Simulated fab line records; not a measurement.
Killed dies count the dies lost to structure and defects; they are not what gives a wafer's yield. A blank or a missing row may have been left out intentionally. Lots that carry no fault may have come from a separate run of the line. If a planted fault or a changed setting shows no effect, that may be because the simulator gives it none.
Which tool was responsible? | flow sky130 | 6 lots with 18 wafers sampled at 2 steps, on a route of 708 steps

## WHAT EACH GAUGE READ, for each wafer
SKY_VT_ADJUST_LVTN_TW_MEAS_10.
lot  | measured     | on            | VT_ADJUST_LVTN_TW
L313 | day 7 05:33  | film-metro-01 | 242.6 241.8 243.5
L316 | day 7 19:52  | film-metro-01 | 244.0 240.9 243.4
L322 | day 9 19:24  | film-metro-01 | 216.7 215.6 216.1
L328 | day 11 14:46 | film-metro-02 | 241.8 242.2 243.1
L330 | day 11 18:10 | film-metro-02 | 240.7 242.4 243.2
L335 | day 13 02:21 | film-metro-02 | 242.7 243.0 242.6

## WHICH TOOL RAN EACH LOT (tool, then ch and the chambers of the sampled wafers, then the start)
lot  | SKY_VT_ADJUST_LVTN_IMPLANT_08
L313 | implanter-03 ch 0, day 7 05:18
L316 | implanter-01 ch 0, day 7 19:37
L322 | implanter-03 ch 0, day 9 19:09
L328 | implanter-01 ch 0, day 11 14:32
L330 | implanter-01 ch 0, day 11 17:56
L335 | implanter-04 ch 0, day 13 02:06
- SKY_VT_ADJUST_LVTN_IMPLANT_08

## THE ANSWER, worked out from the rows above alone
Rule: the lots themselves supply what counts as usual. The widest of any qualifying gaps counts: lots, ordered by their means at a reading, are off when they make up no more than a third of the lots, leave a main group of 4 or more, and stand apart from it by 3 or more times the standard deviation of that group's means. A main group is skipped when, at the precision printed for the reading in the tables above, its means are all equal. Also off: a lot with no number at a reading for which 4 or more lots have one. All remaining lots with rows at the step are treated as sound.
Off: L322, seen at SKY_VT_ADJUST_LVTN_TW_MEAS_10 (VT_ADJUST_LVTN_TW). The main group: mean 242.5, standard deviation 0.26.
If a tool, at a process step before that reading, ran all the lots that are off and no sound lot after the first of them, it fits. The gauges at SKY_VT_ADJUST_LVTN_TW_MEAS_10 are tried like those tools. Undecided on this evidence; 2 tools fit (implanter-03 at SKY_VT_ADJUST_LVTN_IMPLANT_08, film-metro-01 at SKY_VT_ADJUST_LVTN_TW_MEAS_10).

## WHAT THE SIMULATOR HAD INSERTED
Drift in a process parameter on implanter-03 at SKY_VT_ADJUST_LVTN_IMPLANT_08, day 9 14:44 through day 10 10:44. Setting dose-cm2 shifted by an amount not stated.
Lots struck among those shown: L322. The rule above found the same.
